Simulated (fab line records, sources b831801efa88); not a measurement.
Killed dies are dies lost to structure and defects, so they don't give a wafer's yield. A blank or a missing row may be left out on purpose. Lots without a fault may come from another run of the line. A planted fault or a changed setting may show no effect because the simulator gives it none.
A struck lot beside a sound one | flow sfq_line | 42 steps out of a route of 325
Sound: wafers L831.1, L831.3, L831.6. Struck: wafer L841.2. (L841.3, L841.5 of the same lot were not struck and are left out.) The cause comes at the end.
At each step with rows: each side's tool, then ch and its chambers, then its first start. Under that, the readings that differ: sound wafers | struck wafers | difference of the means | sigmas: that difference in standard deviations of wafers without a fault.
alike: readings whose means differ by less than 2 such deviations, and words and numbers that are the same on both sides. not compared: withheld readings, readings that some wafer has no value for, bounds like >300 that may hide the same value, and numbers for which the record gives no deviation and whose values overlap.
The two part at a step that has a row with sigmas, a row that says differs or no value, or rows on one side only. Numbers that don't overlap but have no deviation are shown without sigmas and don't part them. A reading that every wafer of one side lacks parts them only if that side has two wafers or more.

first, 6 steps without rows for these wafers: SFQ_TRILAYER_I0_VIA_LITHO_COAT_036 (resist thk 62 nm); SFQ_TRILAYER_I0_VIA_LITHO_COAT_031 (resist thk 650 nm); SFQ_TRILAYER_I0_VIA_LITHO_SOFTBAKE_035; SFQ_TRILAYER_I0_VIA_LITHO_EXPOSE_032 (exposes mask I0, target cd 500 nm); SFQ_TRILAYER_I0_VIA_LITHO_PEB_034 (peb time 60 s); SFQ_TRILAYER_I0_VIA_LITHO_DEVELOP_033 (time 60 s).
SFQ_I0_OVL_MEAS_908:
  sound on overlay-02, day 11 15:29; struck on overlay-01, day 14 20:23
  alike: I0_OVL
SFQ_TRILAYER_I0_VIA_BARC_OPEN_VIA_ETCH_046: etches BARC in O2, target depth 125 nm, time 41.7 s.
  sound on rie_diel-01 ch 0,1, day 11 15:31; struck on rie_diel-04 ch 3, day 14 20:25
  alike: drypump_motor_current_A, oes_product_au
  not compared: rf_hours_counter_h
then, 4 steps without rows for these wafers: SFQ_TRILAYER_I0_VIA_ETCH_VIA_ETCH_034 (etches SiO2 in CHF3, stops on Nb, target depth 260 nm); SFQ_TRILAYER_I0_VIA_STRIP_STRIP_035 (strips in O2); SFQ_TRILAYER_I0_VIA_STRIP_SOLV_CLEAN_036 (cleans in NMP, time 600 s); SFQ_TRILAYER_M1_DEP_PRE_CLEAN_038 (time 22.5 s).
SFQ_TRILAYER_M1_DEP_SPUTTER_037: material Nb, target thk 200 nm, time 133.3 s.
  sound on pvd_sputter-04, day 11 16:29; struck on pvd_sputter-04, day 14 21:22
  reading                                             | sound                | struck | difference | sigmas
  cathode_dc_power_W (W)                              | 2001.0 2000.3 1999.8 | 2844.4 | +844.0     | +99 or more
  model.Nb_of_TRILAYER_M1_DEP_SPUTTER_037.thk_nm (nm) | 200.1 201.3 201      | 288.7  | +87.9      |
  alike: throttle_valve_pct
SFQ_M1_RS_MEAS_909: measures by four-point-probe.
  sound on film_metro-02, day 11 16:34; struck on film_metro-04, day 14 21:28
  reading           | sound             | struck | difference | sigmas
  M1_NB_RS (ohm/sq) | 0.885 0.883 0.882 | 0.615  | -0.268     | -29
then, 6 steps without rows for these wafers: SFQ_TRILAYER_M1_LITHO_COAT_044 (resist thk 62 nm); SFQ_TRILAYER_M1_LITHO_COAT_039 (resist thk 600 nm); SFQ_TRILAYER_M1_LITHO_SOFTBAKE_043; SFQ_TRILAYER_M1_LITHO_EXPOSE_040 (exposes mask M1, target cd 500 nm); SFQ_TRILAYER_M1_LITHO_PEB_042 (peb time 60 s); SFQ_TRILAYER_M1_LITHO_DEVELOP_041 (time 60 s).
-- the record jumps here: 4 days lie between the struck wafers' starts before and after --
SFQ_M1_OVL_MEAS_911:
  sound on overlay-01, day 14 14:22; struck on overlay-01, day 18 14:01
  alike: M1_OVL
then, 1 step without rows for these wafers: SFQ_TRILAYER_M1_BARC_OPEN_METAL_ETCH_054 (etches BARC in O2, target depth 125 nm, time 41.7 s).
SFQ_TRILAYER_M1_ETCH_METAL_ETCH_042: etches Nb in Cl2/Ar, stops on SiO2, target depth 240 nm, time 120 s.
  sound on rie_metal-03 ch 0,1, day 14 14:28; struck on rie_metal-03 ch 1, day 18 14:06
  reading               | sound             | struck | difference | sigmas
  oes_product_au (a.u.) | 0.896 0.900 0.902 | 1.006  | +0.107     | +15
  alike: drypump_motor_current_A
  not compared: rf_hours_counter_h
SFQ_TRILAYER_M1_STRIP_STRIP_043: strips in O2.
  sound on rie_metal-03 ch 0,1, day 14 14:35; struck on rie_metal-03 ch 1, day 18 14:14
  alike: drypump_motor_current_A, oes_product_au
  not compared: rf_hours_counter_h
then, 1 step without rows for these wafers: SFQ_TRILAYER_M1_STRIP_SOLV_CLEAN_044 (cleans in NMP, time 600 s).
SFQ_TRILAYER_I1_DEP_PECVD_045: deposits SiO2 from SiH4/N2O, time 111.11 s, target thk 500 nm.
  sound on pecvd-02 ch 0,1, day 14 15:32; struck on pecvd-02 ch 2, day 18 15:00
  reading            | sound    | struck | difference | sigmas
  heater_power_w (W) | 76 83 85 | 124    | +43        | +3
  alike: showerhead_vpp_V, susceptor_temp_C, throttle_valve_pct
SFQ_TRILAYER_I1_CMP_CMP_046: polishes SiO2.
  sound on cmp-01 ch 1,2,3, day 14 18:55; struck on cmp-02 ch 1, day 18 17:20
  alike: motor_current_A, slurry_filter_dp_kPa, slurry_flow_ml_min, time_to_endpoint_s
SFQ_I1_BOW_MEAS_912:
  sound on film_metro-03, day 14 21:55; struck on film_metro-04, day 18 20:21
  alike: I1_BOW
then, 7 steps without rows for these wafers: SFQ_TRILAYER_I1_METRO_MEASURE_047; SFQ_TRILAYER_I1_VIA_LITHO_COAT_054 (resist thk 62 nm); SFQ_TRILAYER_I1_VIA_LITHO_COAT_049 (resist thk 650 nm); SFQ_TRILAYER_I1_VIA_LITHO_SOFTBAKE_053; SFQ_TRILAYER_I1_VIA_LITHO_EXPOSE_050 (exposes mask I1, target cd 500 nm); SFQ_TRILAYER_I1_VIA_LITHO_PEB_052 (peb time 60 s); SFQ_TRILAYER_I1_VIA_LITHO_DEVELOP_051 (time 60 s).
-- the record jumps here: 4 days lie between the struck wafers' starts before and after --
SFQ_I1_OVL_MEAS_913:
  sound on overlay-02, day 18 16:25; struck on overlay-02, day 23 03:10
  alike: I1_OVL
SFQ_TRILAYER_I1_VIA_BARC_OPEN_VIA_ETCH_071: etches BARC in O2, target depth 125 nm, time 41.7 s.
  sound on rie_diel-03 ch 0,1,3, day 18 16:26; struck on rie_diel-04 ch 3, day 23 03:12
  reading                     | sound             | struck | difference | sigmas
  drypump_motor_current_A (A) | 5.4 6.2 6.0       | 4.9    | -1.0       | -3
  oes_product_au (a.u.)       | 0.682 0.685 0.679 | 0.692  | +0.010     | +2
  not compared: rf_hours_counter_h
then, 4 steps without rows for these wafers: SFQ_TRILAYER_I1_VIA_ETCH_VIA_ETCH_052 (etches SiO2 in CHF3, stops on Nb, target depth 260 nm); SFQ_TRILAYER_I1_VIA_STRIP_STRIP_053 (strips in O2); SFQ_TRILAYER_I1_VIA_STRIP_SOLV_CLEAN_054 (cleans in NMP, time 600 s); SFQ_TRILAYER_M2_DEP_PRE_CLEAN_056 (time 22.5 s).
-- the record jumps here: 51 days lie between the struck wafers' starts before and after --
SFQ_M8_BOW_MEAS_951:
  sound on film_metro-03, day 72 20:39; struck on film_metro-04, day 73 19:14
  reading                       | sound              | struck | difference | sigmas
  M8_BOW (um)                   | 6 11 3             | -17    | -24        | -2
  model.etest.m1.comb_log10_ohm | 12 12 12           | 0      | -12        |
  model.etest.m1.ohm_sq         | 0.8879 0.883 0.884 | 0.6155 | -0.2695    |

WHERE THEY PART
First at SFQ_TRILAYER_M1_DEP_SPUTTER_037; last, within this record, at SFQ_M8_BOW_MEAS_951.

WHY: what the simulator had put in
Process parameter drift: pvd_sputter-04, from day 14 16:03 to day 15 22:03, at SFQ_TRILAYER_M1_DEP_SPUTTER_037. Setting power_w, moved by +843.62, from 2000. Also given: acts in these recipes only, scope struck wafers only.
